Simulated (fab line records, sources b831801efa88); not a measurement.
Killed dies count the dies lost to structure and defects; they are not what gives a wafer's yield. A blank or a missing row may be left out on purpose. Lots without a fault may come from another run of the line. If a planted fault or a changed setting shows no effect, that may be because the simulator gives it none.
The tool behind it: which one? / flow sky130 / Sampling: 13 lots, 39 wafers, 5 of 708 route steps

WHAT THE GAUGES READ, wafer by wafer
SKY_FIELD_ISO_THK_MEAS_25.
lot=L827; measured=day 3 13:14; on=film-metro-04; FIELD_ISO_CVD_24_THK (nm)=591 595 591
lot=L828; measured=day 3 21:13; on=film-metro-03; FIELD_ISO_CVD_24_THK (nm)=589 591 586
lot=L831; measured=day 4 13:13; on=film-metro-02; FIELD_ISO_CVD_24_THK (nm)=605 604 600
lot=L834; measured=day 5 02:46; on=film-metro-02; FIELD_ISO_CVD_24_THK (nm)=599 589 600
lot=L835; measured=day 5 10:07; on=film-metro-04; FIELD_ISO_CVD_24_THK (nm)=593 596 593
lot=L836; measured=day 5 12:25; on=film-metro-04; FIELD_ISO_CVD_24_THK (nm)=596 587 599
lot=L838; measured=day 5 22:48; on=film-metro-02; FIELD_ISO_CVD_24_THK (nm)=584 582 591
lot=L839; measured=day 6 04:25; on=film-metro-03; FIELD_ISO_CVD_24_THK (nm)=594 594 589
lot=L840; measured=day 6 09:19; on=film-metro-02; FIELD_ISO_CVD_24_THK (nm)=592 585 599
lot=L841; measured=day 6 17:25; on=film-metro-04; FIELD_ISO_CVD_24_THK (nm)=587 594 591
lot=L842; measured=day 6 20:23; on=film-metro-04; FIELD_ISO_CVD_24_THK (nm)=602 611 600
lot=L843; measured=day 7 04:08; on=film-metro-04; FIELD_ISO_CVD_24_THK (nm)=594 591 594
lot=L844; measured=day 7 08:20; on=film-metro-02; FIELD_ISO_CVD_24_THK (nm)=595 591 589

SKY_VT_ADJUST_NCORE_TW_MEAS_11.
lot=L827; measured=day 10 08:04; on=film-metro-04; VT_ADJUST_NCORE_TW=220.6 221.5 221.0
lot=L828; measured=day 10 20:52; on=film-metro-03; VT_ADJUST_NCORE_TW=217.4 217.7 219.2
lot=L831; measured=day 11 15:07; on=film-metro-03; VT_ADJUST_NCORE_TW=217.7 219.1 218.0
lot=L834; measured=day 12 07:04; on=film-metro-02; VT_ADJUST_NCORE_TW=220.3 219.9 220.8
lot=L835; measured=day 12 15:35; on=film-metro-03; VT_ADJUST_NCORE_TW=217.3 219.4 219.0
lot=L836; measured=day 12 23:14; on=film-metro-03; VT_ADJUST_NCORE_TW=219.2 220.2 217.8
lot=L838; measured=day 13 13:11; on=film-metro-02; VT_ADJUST_NCORE_TW=220.9 219.9 220.4
lot=L839; measured=day 13 16:25; on=film-metro-04; VT_ADJUST_NCORE_TW=220.8 223.0 222.2
lot=L840; measured=day 14 01:33; on=film-metro-02; VT_ADJUST_NCORE_TW=220.9 219.7 221.2
lot=L841; measured=day 14 10:14; on=film-metro-04; VT_ADJUST_NCORE_TW=220.5 221.2 221.6
lot=L842; measured=day 14 17:04; on=film-metro-02; VT_ADJUST_NCORE_TW=219.4 220.2 220.1
lot=L843; measured=day 15 07:15; on=film-metro-02; VT_ADJUST_NCORE_TW=218.9 219.5 222.0
lot=L844; measured=day 15 11:20; on=film-metro-04; VT_ADJUST_NCORE_TW=219.5 220.1 220.7

SKY_SONOS_ONO_THK_MEAS_03.
lot=L827; measured=day 13 09:34; on=film-metro-02; SONOS_ONO_CVD_02_THK (nm)=10.61 10.41 10.68
lot=L828; measured=day 14 02:33; on=film-metro-04; SONOS_ONO_CVD_02_THK (nm)=10.51 10.55 10.48
lot=L831; measured=day 15 02:14; on=film-metro-04; SONOS_ONO_CVD_02_THK (nm)=10.58 10.67 10.62
lot=L834; measured=day 15 16:44; on=film-metro-02; SONOS_ONO_CVD_02_THK (nm)=10.55 10.61 10.70
lot=L835; measured=day 16 02:51; on=film-metro-04; SONOS_ONO_CVD_02_THK (nm)=10.57 10.64 10.66
lot=L836; measured=day 16 11:06; on=film-metro-03; SONOS_ONO_CVD_02_THK (nm)=10.54 10.59 10.47
lot=L838; measured=day 17 01:40; on=film-metro-02; SONOS_ONO_CVD_02_THK (nm)=10.56 10.52 10.57
lot=L839; measured=day 17 09:10; on=film-metro-02; SONOS_ONO_CVD_02_THK (nm)=10.60 10.76 10.76
lot=L840; measured=day 17 17:33; on=film-metro-04; SONOS_ONO_CVD_02_THK (nm)=10.58 10.66 10.55
lot=L841; measured=day 18 03:17; on=film-metro-03; SONOS_ONO_CVD_02_THK (nm)=10.68 10.70 10.60
lot=L842; measured=day 18 14:01; on=film-metro-04; SONOS_ONO_CVD_02_THK (nm)=10.19 10.47 10.43
lot=L843; measured=day 19 03:13; on=film-metro-02; SONOS_ONO_CVD_02_THK (nm)=10.23 10.28 10.23
lot=L844; measured=day 19 07:14; on=film-metro-04; SONOS_ONO_CVD_02_THK (nm)=10.62 10.44 10.59

SKY_GATE_OXIDE_TW_MEAS_14.
lot=L827; measured=day 15 19:14; on=film-metro-02; GATE_OXIDE_TW=203.1 202.9 204.2
lot=L828; measured=day 16 12:38; on=film-metro-04; GATE_OXIDE_TW=204.7 205.9 205.3
lot=L831; measured=day 17 14:32; on=film-metro-04; GATE_OXIDE_TW=226.5 227.6 227.2
lot=L834; measured=day 18 06:48; on=film-metro-01; GATE_OXIDE_TW=224.3 225.7 224.7
lot=L835; measured=day 18 17:52; on=film-metro-02; GATE_OXIDE_TW=224.9 225.2 226.6
lot=L836; measured=day 19 02:16; on=film-metro-01; GATE_OXIDE_TW=224.2 226.0 223.4
lot=L838; measured=day 19 19:37; on=film-metro-02; GATE_OXIDE_TW=223.9 224.3 223.2
lot=L839; measured=day 20 01:58; on=film-metro-04; GATE_OXIDE_TW=226.1 225.8 224.9
lot=L840; measured=day 20 10:41; on=film-metro-01; GATE_OXIDE_TW=224.1 225.3 224.1
lot=L841; measured=day 20 19:28; on=film-metro-01; GATE_OXIDE_TW=224.4 225.6 224.6
lot=L842; measured=day 21 06:18; on=film-metro-02; GATE_OXIDE_TW=224.8 224.8 224.6
lot=L843; measured=day 21 21:35; on=film-metro-02; GATE_OXIDE_TW=223.9 225.6 225.3
lot=L844; measured=day 22 00:04; on=film-metro-02; GATE_OXIDE_TW=225.2 224.8 223.7

TOOL THAT RAN EACH LOT (tool first, then ch and the chambers of the sampled wafers, then the start)
lot=L827; SKY_GATE_OXIDE_IMPLANT_11=implanter-01 ch 0, day 15 18:55
lot=L828; SKY_GATE_OXIDE_IMPLANT_11=implanter-01 ch 0, day 16 12:19
lot=L831; SKY_GATE_OXIDE_IMPLANT_11=implanter-03 ch 0, day 17 14:13
lot=L834; SKY_GATE_OXIDE_IMPLANT_11=implanter-02 ch 0, day 18 06:28
lot=L835; SKY_GATE_OXIDE_IMPLANT_11=implanter-03 ch 0, day 18 17:31
lot=L836; SKY_GATE_OXIDE_IMPLANT_11=implanter-03 ch 0, day 19 01:55
lot=L838; SKY_GATE_OXIDE_IMPLANT_11=implanter-02 ch 0, day 19 19:16
lot=L839; SKY_GATE_OXIDE_IMPLANT_11=implanter-01 ch 0, day 20 01:39
lot=L840; SKY_GATE_OXIDE_IMPLANT_11=implanter-01 ch 0, day 20 10:19
lot=L841; SKY_GATE_OXIDE_IMPLANT_11=implanter-01 ch 0, day 20 19:07
lot=L842; SKY_GATE_OXIDE_IMPLANT_11=implanter-02 ch 0, day 21 05:58
lot=L843; SKY_GATE_OXIDE_IMPLANT_11=implanter-01 ch 0, day 21 21:14
lot=L844; SKY_GATE_OXIDE_IMPLANT_11=implanter-03 ch 0, day 21 23:43
- SKY_GATE_OXIDE_IMPLANT_11

AS READ BY THE TOOLS THEMSELVES (means over the sampled wafers that have a number; for cases with no such wafer, the mark the record gives instead)
SKY_GATE_OXIDE_IMPLANT_11.
lot=L827; tool=implanter-01; dose-ions-cm2=1.8479e+12; end-station-pressure-torr (Torr)=4.95e-06; faraday-current-uA=10.4
lot=L828; tool=implanter-01; dose-ions-cm2=1.8470e+12; end-station-pressure-torr (Torr)=5.23e-06; faraday-current-uA=10.4
lot=L831; tool=implanter-03; dose-ions-cm2=2.6027e+12; end-station-pressure-torr (Torr)=4.72e-06; faraday-current-uA=14.7
lot=L834; tool=implanter-02; dose-ions-cm2=2.5981e+12; end-station-pressure-torr (Torr)=4.97e-06; faraday-current-uA=14.7
lot=L835; tool=implanter-03; dose-ions-cm2=2.6018e+12; end-station-pressure-torr (Torr)=5.20e-06; faraday-current-uA=14.7
lot=L836; tool=implanter-03; dose-ions-cm2=2.6015e+12; end-station-pressure-torr (Torr)=4.92e-06; faraday-current-uA=14.6
lot=L838; tool=implanter-02; dose-ions-cm2=2.6002e+12; end-station-pressure-torr (Torr)=5.01e-06; faraday-current-uA=14.6
lot=L839; tool=implanter-01; dose-ions-cm2=2.6006e+12; end-station-pressure-torr (Torr)=4.96e-06; faraday-current-uA=14.8
lot=L840; tool=implanter-01; dose-ions-cm2=2.6024e+12; end-station-pressure-torr (Torr)=5.03e-06; faraday-current-uA=14.6
lot=L841; tool=implanter-01; dose-ions-cm2=2.6040e+12; end-station-pressure-torr (Torr)=4.96e-06; faraday-current-uA=14.8
lot=L842; tool=implanter-02; dose-ions-cm2=2.6029e+12; end-station-pressure-torr (Torr)=5.18e-06; faraday-current-uA=14.8
lot=L843; tool=implanter-01; dose-ions-cm2=2.5987e+12; end-station-pressure-torr (Torr)=5.28e-06; faraday-current-uA=14.6
lot=L844; tool=implanter-03; dose-ions-cm2=2.6016e+12; end-station-pressure-torr (Torr)=5.08e-06; faraday-current-uA=14.9

THE ANSWER, worked out from the rows above alone
Rule: the usual values come from the lots themselves. Put in order of their means at a reading, lots are off if they are a third of the lots or fewer, leave a main group of 4 or more, and stand apart from it by a gap of 3 or more times the standard deviation of the main group's means; of several such gaps the widest counts. A main group is skipped when, at the precision printed for the reading in the tables above, its means are all equal. A lot without any number at a reading at which 4 lots or more have one is off too. All remaining lots with rows at the step are treated as sound. Order of review: gauges by route order, followed by the tools' own readings, for which a lot's mean as printed above is used. At the first step where some lot is off, the reading lying furthest off is the one used; lots without a number count as furthest.
Off: at SKY_GATE_OXIDE_TW_MEAS_14 (GATE_OXIDE_TW), L827, L828. Main group: mean 225.0, sd 0.81.
A tool fits if, at a process step before that reading, it ran every lot that is off, and no sound lot after the first of them. The gauges at SKY_GATE_OXIDE_TW_MEAS_14 aren't tried: what is off there is off at SKY_GATE_OXIDE_IMPLANT_11 too, on other tools, and a gauge's error can't cause that. No candidate that was tried fits.

WHAT THE SIMULATOR PUT IN
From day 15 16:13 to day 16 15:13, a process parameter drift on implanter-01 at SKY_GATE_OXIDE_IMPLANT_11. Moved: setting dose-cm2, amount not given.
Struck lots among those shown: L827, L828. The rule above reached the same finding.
